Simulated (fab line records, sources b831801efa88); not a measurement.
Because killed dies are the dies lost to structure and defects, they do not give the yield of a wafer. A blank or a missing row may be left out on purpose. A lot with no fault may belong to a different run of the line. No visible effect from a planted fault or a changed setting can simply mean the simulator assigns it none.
Which tool did it? | flow gf180mcu | 13 lots, 39 wafers sampled, at 3 steps of a route of 602

## WHAT THE GAUGES READ, wafer by wafer
GF_CONTACT_THK_MEAS_01. Usual: CONTACT_CVD_00_THK 300 nm, standard deviation 4.4.
lot  | measured     | on           | CONTACT_CVD_00_THK (nm) | flag
L940 | day 15 03:22 | filmMetro-04 | 301 301 302             | 
L941 | day 15 07:16 | filmMetro-01 | 303 294 302             | 
L942 | day 15 17:11 | filmMetro-01 | 297 297 300             | 
L943 | day 16 02:39 | filmMetro-01 | 308 301 300             | 
L946 | day 17 03:53 | filmMetro-03 | 305 303 305             | 
L947 | day 17 17:02 | filmMetro-03 | 300 301 304             | 
L948 | day 17 18:15 | filmMetro-01 | 297 296 297             | 
L949 | day 18 08:05 | filmMetro-03 | 308 300 300             | 
L950 | day 19 02:02 | filmMetro-04 | 299 294 295             | 
L951 | day 19 13:42 | filmMetro-04 | 300 297 298             | 
L958 | day 21 13:01 | filmMetro-04 | 297 294 298             | 
L959 | day 21 23:31 | filmMetro-04 | 298 300 296             | 
L960 | day 22 04:37 | filmMetro-04 | 294 298 302             | 

## WHAT TOOL EACH LOT RAN ON (gives the tool, then ch and the chambers of the sampled wafers, and finally the start)
lot  | GF_MVSD_COAT_02                 | GF_MVSD_STRIP_10
L940 | lithoTrack-01 ch 0, day 4 04:10 | plasmaAsher-01 ch 1, day 4 11:22
L941 | lithoTrack-02 ch 0, day 4 10:02 | plasmaAsher-01 ch 0,1, day 4 16:53
L942 | lithoTrack-03 ch 0, day 4 14:54 | plasmaAsher-01 ch 0,1, day 4 22:01
L943 | lithoTrack-02 ch 0, day 4 18:50 | plasmaAsher-04 ch 0,1, day 5 01:36
L946 | lithoTrack-02 ch 0, day 5 12:19 | plasmaAsher-04 ch 0,1, day 5 20:04
L947 | lithoTrack-02 ch 0, day 5 18:43 | plasmaAsher-04 ch 0,1, day 6 02:29
L948 | lithoTrack-01 ch 0, day 5 22:43 | plasmaAsher-04 ch 0,1, day 6 06:40
L949 | lithoTrack-02 ch 0, day 6 09:13 | plasmaAsher-04 ch 0,1, day 6 16:28
L950 | lithoTrack-02 ch 0, day 6 20:47 | plasmaAsher-02 ch 0,1, day 7 04:59
L951 | lithoTrack-03 ch 0, day 7 04:58 | plasmaAsher-04 ch 0,1, day 7 12:53
L958 | lithoTrack-02 ch 0, day 8 09:20 | plasmaAsher-01 ch 0,1, day 8 17:43
L959 | lithoTrack-03 ch 0, day 8 14:42 | plasmaAsher-04 ch 0,1, day 8 23:27
L960 | lithoTrack-03 ch 0, day 8 21:19 | plasmaAsher-01 ch 0,1, day 9 06:07
- GF_MVSD_COAT_02: resist thk 3000 nm.
- GF_MVSD_STRIP_10: strips in O2/N2.

## AS READ BY THE TOOLS THEMSELVES (means over the sampled wafers that have a number; for cases with no such wafer, the mark the record gives instead)
GF_MVSD_COAT_02. Usual: dispensePressureKPa 48 kPa, standard deviation 3.6; spinSpeedRpm 1999.9 rpm, standard deviation 1.2.
lot  | tool          | dispensePressureKPa (kPa) | spinSpeedRpm (rpm) | flag
L940 | lithoTrack-01 | 43                        | 1999.6             | 
L941 | lithoTrack-02 | 49                        | 2000.1             | 
L942 | lithoTrack-03 | 52                        | 2000.4             | 
L943 | lithoTrack-02 | 49                        | 2001.0             | 
L946 | lithoTrack-02 | 49                        | 2000.7             | 
L947 | lithoTrack-02 | 49                        | 1998.5             | 
L948 | lithoTrack-01 | 43                        | 1999.3             | 
L949 | lithoTrack-02 | 49                        | 1999.2             | 
L950 | lithoTrack-02 | 49                        | 2000.3             | 
L951 | lithoTrack-03 | 52                        | 1998.2             | 
L958 | lithoTrack-02 | 49                        | 1997.9             | 
L959 | lithoTrack-03 | 52                        | 2072.3             | OFF
L960 | lithoTrack-03 | 52                        | 2072.0             | OFF

GF_MVSD_STRIP_10. Usual: drypumpMotorCurrentA 5.5 A, standard deviation 0.53; heaterPowerW 339 W, standard deviation 20; oesProductAu 0.723 a.u., standard deviation 0.0046; stripTimeToEndpointS 36.86 s, standard deviation 0.11.
lot  | tool           | drypumpMotorCurrentA (A) | heaterPowerW (W) | oesProductAu (a.u.) | stripTimeToEndpointS (s) | flag
L940 | plasmaAsher-01 | 6.0                      | 321              | 0.720               | 36.85                    | 
L941 | plasmaAsher-01 | 5.2                      | 345              | 0.726               | 36.75                    | 
L942 | plasmaAsher-01 | 5.6                      | 336              | 0.722               | 36.71                    | 
L943 | plasmaAsher-04 | 5.8                      | 331              | 0.720               | 36.96                    | 
L946 | plasmaAsher-04 | 5.6                      | 324              | 0.726               | 36.89                    | 
L947 | plasmaAsher-04 | 5.6                      | 323              | 0.728               | 36.94                    | 
L948 | plasmaAsher-04 | 5.6                      | 321              | 0.727               | 36.83                    | 
L949 | plasmaAsher-04 | 5.8                      | 329              | 0.719               | 37.11                    | 
L950 | plasmaAsher-02 | 5.6                      | 345              | 0.721               | 36.96                    | 
L951 | plasmaAsher-04 | 5.8                      | 334              | 0.723               | 37.00                    | 
L958 | plasmaAsher-01 | 5.6                      | 336              | 0.723               | 36.90                    | 
L959 | plasmaAsher-04 | 5.8                      | 333              | 0.726               | 36.24                    | OFF
L960 | plasmaAsher-01 | 5.2                      | 352              | 0.721               | 36.25                    | OFF

## THE ANSWER, worked out from the rows above alone
Rule: a lot is off if the mean of its wafers that have a number lies more than 3 standard deviations from the usual mean. Also off: a lot with no number at a reading for which 4 or more lots have one. Where the step has rows for the other lots, those lots are counted as sound. The gauges are gone through in route order, then the tools' own readings, and for those a lot's mean is taken as printed above. At the first step where some lot is off, the reading lying furthest off is the one used; lots without a number count as furthest.
Off, at GF_MVSD_COAT_02 on spinSpeedRpm: L959, L960.
A tool fits if, at that step or a process step before it, it ran every lot that is off, and no sound lot after the first of them. One fits: lithoTrack-03 at GF_MVSD_COAT_02. A fault onset in the window from L951 (day 7 04:58, its last sound lot) to L959 (day 8 14:42, its first lot off) fits.
The tool's own readings at GF_MVSD_COAT_02 bear it out: on the lots that are off they differ by more than 5 times the standard deviation of the sound lots' means. spinSpeedRpm reads 2072.2 rpm there against 1999.6 rpm on the sound lots.

## WHAT HAD BEEN PUT IN BY THE SIMULATOR
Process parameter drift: lithoTrack-03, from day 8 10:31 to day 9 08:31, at GF_MVSD_COAT_02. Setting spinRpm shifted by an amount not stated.
Lots struck among those shown: L959, L960. The same result came from the rule above.
